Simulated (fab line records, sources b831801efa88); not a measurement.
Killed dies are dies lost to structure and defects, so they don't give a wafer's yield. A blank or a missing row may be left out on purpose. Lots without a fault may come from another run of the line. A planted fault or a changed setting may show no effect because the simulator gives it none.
Which tool did it? | flow sky130 | 13 lots, 39 wafers sampled, at 6 steps of a route of 708

WHAT THE GAUGES READ, wafer by wafer
SKY_PWDE_TW_MEAS_10. Usual: PWDE_TW 375.4, standard deviation 2.6.
lot  | measured    | on            | PWDE_TW           | flag
L610 | day 3 21:57 | film_metro-04 | 374.6 375.1 375.2 |
L611 | day 4 05:20 | film_metro-01 | 378.3 379.7 376.9 |
L612 | day 4 13:08 | film_metro-01 | 379.1 376.8 378.3 |
L613 | day 4 18:11 | film_metro-04 | 373.4 375.7 374.7 |
L616 | day 5 08:11 | film_metro-01 | 381.8 380.2 379.7 |
L624 | day 7 03:24 | film_metro-03 | 374.6 373.3 373.4 |
L625 | day 7 08:38 | film_metro-04 | 375.1 374.8 374.6 |
L627 | day 7 23:05 | film_metro-01 | 379.1 379.0 378.7 |
L628 | day 8 00:20 | film_metro-03 | 374.7 374.7 376.4 |
L629 | day 8 08:37 | film_metro-03 | 375.0 376.4 378.0 |
L631 | day 8 20:50 | film_metro-04 | 374.6 375.4 377.8 |
L632 | day 9 01:08 | film_metro-01 | 376.2 377.1 376.3 |
L633 | day 9 07:14 | film_metro-04 | 376.7 375.6 374.9 |

SKY_VT_ADJUST_HVTP_OVL_MEAS_08. Usual: VT_ADJUST_HVTP_OVL 0.2 nm, standard deviation 1.1.
lot  | measured     | on         | VT_ADJUST_HVTP_OVL (nm) | flag
L610 | day 6 03:53  | overlay-01 | -0.1 1.9 2.1            |
L611 | day 6 13:37  | overlay-01 | -0.8 2.4 0.5            |
L612 | day 6 21:56  | overlay-02 | 1.1 0.7 1.4             |
L613 | day 7 04:20  | overlay-01 | -0.1 0.1 -0.4           |
L616 | day 7 19:13  | overlay-02 | -0.7 -1.0 -1.4          |
L624 | day 9 19:32  | overlay-01 | 0.2 -0.6 -1.6           |
L625 | day 10 03:06 | overlay-02 | 0.0 -0.6 -0.1           |
L627 | day 10 18:22 | overlay-02 | -0.4 -2.1 0.1           |
L628 | day 10 18:44 | overlay-01 | 1.0 1.1 -0.2            |
L629 | day 11 02:59 | overlay-02 | 1.5 0.2 0.1             |
L631 | day 11 17:13 | overlay-02 | 1.5 0.2 1.2             |
L632 | day 11 21:49 | overlay-02 | 0.4 1.5 -0.3            |
L633 | day 12 04:11 | overlay-01 | 0.9 -1.9 0.8            |

SKY_VT_ADJUST_NCORE_TW_MEAS_11. Usual: VT_ADJUST_NCORE_TW 220.7, standard deviation 1.4.
lot  | measured     | on            | VT_ADJUST_NCORE_TW | flag
L610 | day 8 18:31  | film_metro-03 | 220.3 219.9 218.8  |
L611 | day 9 04:49  | film_metro-01 | 220.8 221.0 220.9  |
L612 | day 9 14:18  | film_metro-03 | 218.1 218.1 218.0  |
L613 | day 9 20:21  | film_metro-01 | 220.3 220.7 220.8  |
L616 | day 10 14:06 | film_metro-01 | 30.3 30.4 30.4     | OFF
L624 | day 12 17:05 | film_metro-03 | 219.4 219.7 220.0  |
L625 | day 13 01:27 | film_metro-01 | 222.5 222.0 221.8  |
L627 | day 13 20:03 | film_metro-01 | 222.3 222.3 223.5  |
L628 | day 13 20:43 | film_metro-02 | 221.8 221.6 222.0  |
L629 | day 14 06:08 | film_metro-01 | 220.6 222.8 223.7  |
L631 | day 14 21:34 | film_metro-01 | 222.9 221.4 221.9  |
L632 | day 15 02:42 | film_metro-02 | 221.1 219.3 219.8  |
L633 | day 15 09:29 | film_metro-01 | 222.5 222.3 220.4  |

WHICH TOOL RAN EACH LOT (tool, then ch and the chambers of the sampled wafers, then the start)
lot  | SKY_VT_ADJUST_HVTP_STRIP_10          | SKY_VT_ADJUST_LVTN_STRIP_20          | SKY_VT_ADJUST_NCORE_STRIP_10
L610 | plasma_asher-04 ch 0,1, day 6 04:04  | plasma_asher-02 ch 0,1, day 7 20:59  | plasma_asher-02 ch 0,1, day 8 18:24
L611 | plasma_asher-01 ch 0, day 6 13:48    | plasma_asher-01 ch 0, day 8 06:59    | plasma_asher-02 ch 0,1, day 9 04:43
L612 | plasma_asher-03 ch 0,1, day 6 22:07  | plasma_asher-01 ch 0,1, day 8 16:11  | plasma_asher-04 ch 0,1, day 9 14:12
L613 | plasma_asher-04 ch 0,1, day 7 04:31  | plasma_asher-02 ch 0,1, day 8 21:50  | plasma_asher-03 ch 0,1, day 9 20:15
L616 | plasma_asher-03 ch 0,1, day 7 19:23  | plasma_asher-02 ch 0,1, day 9 14:59  | plasma_asher-02 ch 0,1, day 10 14:00
L624 | plasma_asher-04 ch 0,1, day 9 19:44  | plasma_asher-02 ch 0,1, day 11 16:55 | plasma_asher-02 ch 0,1, day 12 17:00
L625 | plasma_asher-04 ch 0,1, day 10 03:17 | plasma_asher-02 ch 0, day 12 00:38   | plasma_asher-02 ch 0,1, day 13 01:21
L627 | plasma_asher-03 ch 0,1, day 10 18:33 | plasma_asher-01 ch 0,1, day 12 18:14 | plasma_asher-02 ch 0,1, day 13 19:57
L628 | plasma_asher-03 ch 0,1, day 10 18:55 | plasma_asher-02 ch 1, day 12 19:11   | plasma_asher-03 ch 0,1, day 13 20:36
L629 | plasma_asher-04 ch 0,1, day 11 03:11 | plasma_asher-04 ch 0,1, day 13 03:43 | plasma_asher-02 ch 0,1, day 14 06:02
L631 | plasma_asher-01 ch 0,1, day 11 17:24 | plasma_asher-02 ch 1, day 13 18:59   | plasma_asher-03 ch 1, day 14 21:27
L632 | plasma_asher-03 ch 0,1, day 11 22:00 | plasma_asher-04 ch 0,1, day 14 00:41 | plasma_asher-02 ch 0,1, day 15 02:36
L633 | plasma_asher-01 ch 0,1, day 12 04:22 | plasma_asher-04 ch 0,1, day 14 07:08 | plasma_asher-04 ch 1, day 15 09:23
- SKY_VT_ADJUST_HVTP_STRIP_10: strips in O2/N2.
- SKY_VT_ADJUST_LVTN_STRIP_20: strips in O2/N2.
- SKY_VT_ADJUST_NCORE_STRIP_10: strips in O2/N2.

WHAT THE TOOLS THEMSELVES READ (means of the sampled wafers that have a number; where no wafer has one, the mark that the record gives instead)
SKY_VT_ADJUST_HVTP_STRIP_10. Usual: chamber_pressure_mTorr 1500.1 mTorr, standard deviation 1.4; drypump_motor_current_A 5.47 A, standard deviation 0.2; oes_product_au 0.715 a.u., standard deviation 0.0044; strip_time_to_endpoint_s 14.19 s, standard deviation 0.037.
lot  | tool            | chamber_pressure_mTorr (mTorr) | drypump_motor_current_A (A) | oes_product_au (a.u.) | strip_time_to_endpoint_s (s) | flag
L610 | plasma_asher-04 | 1499.4                         | 5.32                        | 0.718                 | 14.17                        |
L611 | plasma_asher-01 | 1499.0                         | 5.51                        | 0.716                 | 14.20                        |
L612 | plasma_asher-03 | 1499.9                         | 5.57                        | 0.711                 | 14.19                        |
L613 | plasma_asher-04 | 1500.3                         | 5.31                        | 0.713                 | 14.22                        |
L616 | plasma_asher-03 | 1499.0                         | 5.56                        | 0.711                 | 14.16                        |
L624 | plasma_asher-04 | 1499.4                         | 5.51                        | 0.716                 | 14.15                        |
L625 | plasma_asher-04 | 1500.8                         | 5.32                        | 0.717                 | 14.19                        |
L627 | plasma_asher-03 | 1500.9                         | 5.42                        | 0.714                 | 14.15                        |
L628 | plasma_asher-03 | 1499.2                         | 5.55                        | 0.714                 | 14.15                        |
L629 | plasma_asher-04 | 1501.0                         | 5.31                        | 0.716                 | 14.14                        |
L631 | plasma_asher-01 | 1500.8                         | 5.48                        | 0.716                 | 14.19                        |
L632 | plasma_asher-03 | 1500.7                         | 5.43                        | 0.714                 | 14.21                        |
L633 | plasma_asher-01 | 1500.7                         | 5.50                        | 0.713                 | 14.16                        |

SKY_VT_ADJUST_LVTN_STRIP_20. Usual: chamber_pressure_mTorr 1500.0 mTorr, standard deviation 1.4; drypump_motor_current_A 5.9 A, standard deviation 0.49; oes_product_au 0.716 a.u., standard deviation 0.0039; strip_time_to_endpoint_s 14.19 s, standard deviation 0.045.
lot  | tool            | chamber_pressure_mTorr (mTorr) | drypump_motor_current_A (A) | oes_product_au (a.u.) | strip_time_to_endpoint_s (s) | flag
L610 | plasma_asher-02 | 1500.8                         | 6.3                         | 0.715                 | 14.16                        |
L611 | plasma_asher-01 | 1498.9                         | 5.5                         | 0.714                 | 14.15                        |
L612 | plasma_asher-01 | 1500.2                         | 5.4                         | 0.721                 | 14.18                        |
L613 | plasma_asher-02 | 1499.5                         | 6.4                         | 0.718                 | 14.17                        |
L616 | plasma_asher-02 | 1500.1                         | 6.4                         | 0.932                 | -                            | OFF
L624 | plasma_asher-02 | 1500.9                         | 6.4                         | 0.721                 | 14.12                        |
L625 | plasma_asher-02 | 1498.8                         | 6.3                         | 0.714                 | 14.13                        |
L627 | plasma_asher-01 | 1500.9                         | 5.5                         | 0.718                 | 14.27                        |
L628 | plasma_asher-02 | 1500.6                         | 6.5                         | 0.719                 | 14.17                        |
L629 | plasma_asher-04 | 1500.1                         | 5.4                         | 0.713                 | 14.18                        |
L631 | plasma_asher-02 | 1499.5                         | 6.4                         | 0.714                 | 14.22                        |
L632 | plasma_asher-04 | 1499.4                         | 5.5                         | 0.712                 | 14.15                        |
L633 | plasma_asher-04 | 1500.3                         | 5.5                         | 0.716                 | 14.17                        |

SKY_VT_ADJUST_NCORE_STRIP_10. Usual: chamber_pressure_mTorr 1500.0 mTorr, standard deviation 1.3; drypump_motor_current_A 5.8 A, standard deviation 0.49; oes_product_au 0.716 a.u., standard deviation 0.0046; strip_time_to_endpoint_s 14.18 s, standard deviation 0.038.
lot  | tool            | chamber_pressure_mTorr (mTorr) | drypump_motor_current_A (A) | oes_product_au (a.u.) | strip_time_to_endpoint_s (s) | flag
L610 | plasma_asher-02 | 1499.3                         | 6.4                         | 0.718                 | 14.16                        |
L611 | plasma_asher-02 | 1499.9                         | 6.4                         | 0.721                 | 14.18                        |
L612 | plasma_asher-04 | 1500.1                         | 5.3                         | 0.712                 | 14.19                        |
L613 | plasma_asher-03 | 1500.2                         | 5.4                         | 0.715                 | 14.17                        |
L616 | plasma_asher-02 | 1499.2                         | 6.4                         | 0.721                 | 21.48                        | OFF
L624 | plasma_asher-02 | 1500.1                         | 6.4                         | 0.717                 | 14.20                        |
L625 | plasma_asher-02 | 1500.2                         | 6.3                         | 0.721                 | 14.21                        |
L627 | plasma_asher-02 | 1500.4                         | 6.3                         | 0.717                 | 14.22                        |
L628 | plasma_asher-03 | 1498.8                         | 5.4                         | 0.714                 | 14.25                        |
L629 | plasma_asher-02 | 1500.6                         | 6.3                         | 0.719                 | 14.22                        |
L631 | plasma_asher-03 | 1499.1                         | 5.7                         | 0.715                 | 14.13                        |
L632 | plasma_asher-02 | 1499.2                         | 6.4                         | 0.716                 | 14.19                        |
L633 | plasma_asher-04 | 1499.5                         | 5.7                         | 0.719                 | 14.15                        |

THE ANSWER, worked out from the rows above alone
Rule: a lot is off if the mean of its wafers that have a number lies more than 3 standard deviations from the usual mean. A lot without any number at a reading at which 4 lots or more have one is off too. The other lots that the step has rows for count as sound. The gauges are gone through in route order, then the tools' own readings, and for those a lot's mean is taken as printed above. The first step at which some lot is off is used, and at that step the reading that is off furthest; a lot without a number counts as furthest.
Off: L616, at SKY_VT_ADJUST_NCORE_TW_MEAS_11 (VT_ADJUST_NCORE_TW).
A tool fits if, at a process step before that reading, it ran every lot that is off, and no sound lot after the first of them. The gauges at SKY_VT_ADJUST_NCORE_TW_MEAS_11 aren't tried: what is off there is off at SKY_VT_ADJUST_LVTN_STRIP_20 too, on other tools, and a gauge's error can't cause that. None of those tried fits.

WHAT THE SIMULATOR HAD PUT IN
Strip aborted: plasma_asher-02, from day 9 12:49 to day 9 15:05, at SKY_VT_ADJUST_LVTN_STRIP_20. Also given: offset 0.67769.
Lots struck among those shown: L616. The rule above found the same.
